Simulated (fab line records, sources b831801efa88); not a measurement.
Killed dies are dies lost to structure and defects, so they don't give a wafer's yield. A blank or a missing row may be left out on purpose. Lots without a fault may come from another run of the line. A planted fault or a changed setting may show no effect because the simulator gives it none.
One fault seen from 2 desks | flow sky130 | each desk has only its own numbers; what lay behind them comes last

THE TOOL OWNER'S DESK: implanter-01
The tool's own readings at SKY_RES_XHIGH_IMPLANT_07: means of the sampled wafers that have a number, for each lot that ran on this tool. A lot is out of limits, marked OUT, if its mean lies more than 4 standard deviations from the usual mean; the brackets give that distance.
Columns: A = end_station_pressure_torr at SKY_RES_XHIGH_IMPLANT_07, usual 5.23e-06 Torr
lot  | first seen here | A
L625 | day 27 14:33    | 5.17e-06
L626 | day 27 17:54    | 5.20e-06
L631 | day 29 08:46    | 5.36e-06
L633 | day 29 20:22    | 5.17e-06
L634 | day 30 07:53    | 5.08e-06
L635 | day 30 14:08    | 5.01e-06
L641 | day 33 04:14    | 5.35e-06
L640 | day 33 05:48    | 5.28e-06
This desk's finding: nothing out of limits on any of the 8 lots.

THE METROLOGY DESK
What the gauges read, lot by lot, whatever tool the lot ran on: means of the sampled wafers that have a number. A lot is out of limits, marked OUT, if its mean lies more than 4 standard deviations from the usual mean; the brackets give that distance.
Columns: A = SD_N_TW at SKY_SD_N_TW_MEAS_12, usual 3953; B = RES_XHIGH_RS at SKY_SD_N_RS_MEAS_18, usual 333.1 ohm/sq; C = cd_nm at SKY_LOCAL_INTERCONNECT_CD_MEAS_11, usual 170.0 nm
lot  | first seen here | A    | B                | C
L623 | day 27 17:51    | 3900 | 333.5            | 170.3
L625 | day 28 19:32    | 3945 | 330.8            | 171.5
L626 | day 28 23:08    | 3921 | 335.5            | 169.5
L627 | day 29 17:32    | 3966 | 334.2            | 170.7
L630 | day 30 04:43    | 3883 | 334.7            | 170.4
L631 | day 30 12:48    | 3959 | 334.3            | 172.0
L633 | day 31 00:53    | 3991 | 332.4            | 168.6
L634 | day 31 12:57    | 3960 | 333.8            | 168.2
L635 | day 31 18:17    | 3926 | 333.3            | 171.8
L636 | day 32 01:05    | 4000 | 332.3            | 170.4
L637 | day 32 13:10    | 3983 | 331.6            | 168.8
L641 | day 34 06:17    | 3976 | 333.3            | 169.8
L640 | day 34 09:36    | 3960 | 343.5 (+8.0) OUT | 169.4
This desk's finding: out of limits on L640; first on L640, day 34 10:09 (RES_XHIGH_RS at SKY_SD_N_RS_MEAS_18). In limits: L623, L625, L626, L627, L630, L631, L633, L634, L635, L636, L637, L641.

PUT TOGETHER
The metrology desk could have raised an alarm at day 34 10:09, on L640.
The tool owner's desk saw nothing out of limits.
The tool owner's desk has L640 on record, within its limits.
Of the lots named, all ran SKY_RES_XHIGH_IMPLANT_07 on implanter-01.

WHAT THE SIMULATOR HAD PUT IN
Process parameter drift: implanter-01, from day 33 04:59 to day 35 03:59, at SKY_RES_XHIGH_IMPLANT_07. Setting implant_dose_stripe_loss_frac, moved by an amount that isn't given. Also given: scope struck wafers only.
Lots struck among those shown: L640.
Hours from the fault's start to each desk's first reading out of limits: the metrology desk, 29.
